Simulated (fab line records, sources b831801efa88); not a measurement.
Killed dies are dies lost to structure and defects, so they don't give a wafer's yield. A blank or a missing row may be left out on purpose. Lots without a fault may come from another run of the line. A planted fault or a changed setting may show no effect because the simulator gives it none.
A struck lot beside a sound one | flow gf180mcu | 14 steps out of a route of 602
Sound: wafers L218.2, L218.3, L218.5. Struck: wafers L217.2, L217.3, L217.4. The cause comes at the end.
At each step with rows: each side's tool, then ch and its chambers, then its first start. Under that, the readings that differ: sound wafers | struck wafers | difference of the means | sigmas: that difference in standard deviations of wafers without a fault.
alike: readings whose means differ by less than 2 such deviations, and words and numbers that are the same on both sides. not compared: withheld readings, readings that some wafer has no value for, bounds like >300 that may hide the same value, and numbers for which the record gives no deviation and whose values overlap.
The two part at a step that has a row with sigmas, a row that says differs or no value, or rows on one side only. Numbers that don't overlap but have no deviation are shown without sigmas and don't part them. A reading that every wafer of one side lacks parts them only if that side has two wafers or more.

first, 3 steps without rows for these wafers: GF_VT_IMPLANT_EXPOSE_26 (exposes mask LVPWELL HV AREA, target cd 860 nm); GF_VT_IMPLANT_PEB_27; GF_VT_IMPLANT_DEVELOP_28 (develop time 60 s).
GF_VT_IMPLANT_OVL_MEAS_29:
  sound on overlay-02, day 12 19:08; struck on overlay-01, day 12 18:50
  alike: VT_IMPLANT_02_OVL
then, 1 step without rows for these wafers: GF_VT_IMPLANT_IMPLANT_30.
GF_VT_IMPLANT_STRIP_31: strips in O2/N2.
  sound on plasma_asher-03 ch 0,1, day 12 19:19; struck on plasma_asher-02 ch 0,1, day 12 19:01
  alike: drypump_motor_current_A, heater_power_w, oes_product_au, strip_time_to_endpoint_s
  not compared: rf_hours_counter_h
GF_VT_IMPLANT_TW_MEAS_32:
  sound on film_metro-03, day 12 19:25; struck on film_metro-04, day 12 19:07
  alike: VT_IMPLANT_3_TW
then, 5 steps without rows for these wafers: GF_VT_IMPLANT_DEHYDRATE_33 (time 60 s); GF_VT_IMPLANT_HMDS_34 (prime time 60 s); GF_VT_IMPLANT_COAT_35 (resist thk 1000 nm); GF_VT_IMPLANT_SOFTBAKE_36 (time 60 s); GF_VT_IMPLANT_EXPOSE_37 (exposes mask Nwell HV AREA, target cd 860 nm).
GF_VT_IMPLANT_PEB_38:
  sound on litho_track-03 ch 0, day 13 15:04; struck on litho_track-01, day 13 14:43
  reading         | sound          | struck | difference                    | sigmas
  exhaust_pa (Pa) | 44.4 44.9 44.8 | - - -  | no value on the struck wafers |
  not compared: chill_plate_temp_C
then, 1 step without rows for these wafers: GF_VT_IMPLANT_DEVELOP_39 (develop time 60 s).

WHERE THEY PART
Only at GF_VT_IMPLANT_PEB_38, within this record.

WHY: what the simulator had put in
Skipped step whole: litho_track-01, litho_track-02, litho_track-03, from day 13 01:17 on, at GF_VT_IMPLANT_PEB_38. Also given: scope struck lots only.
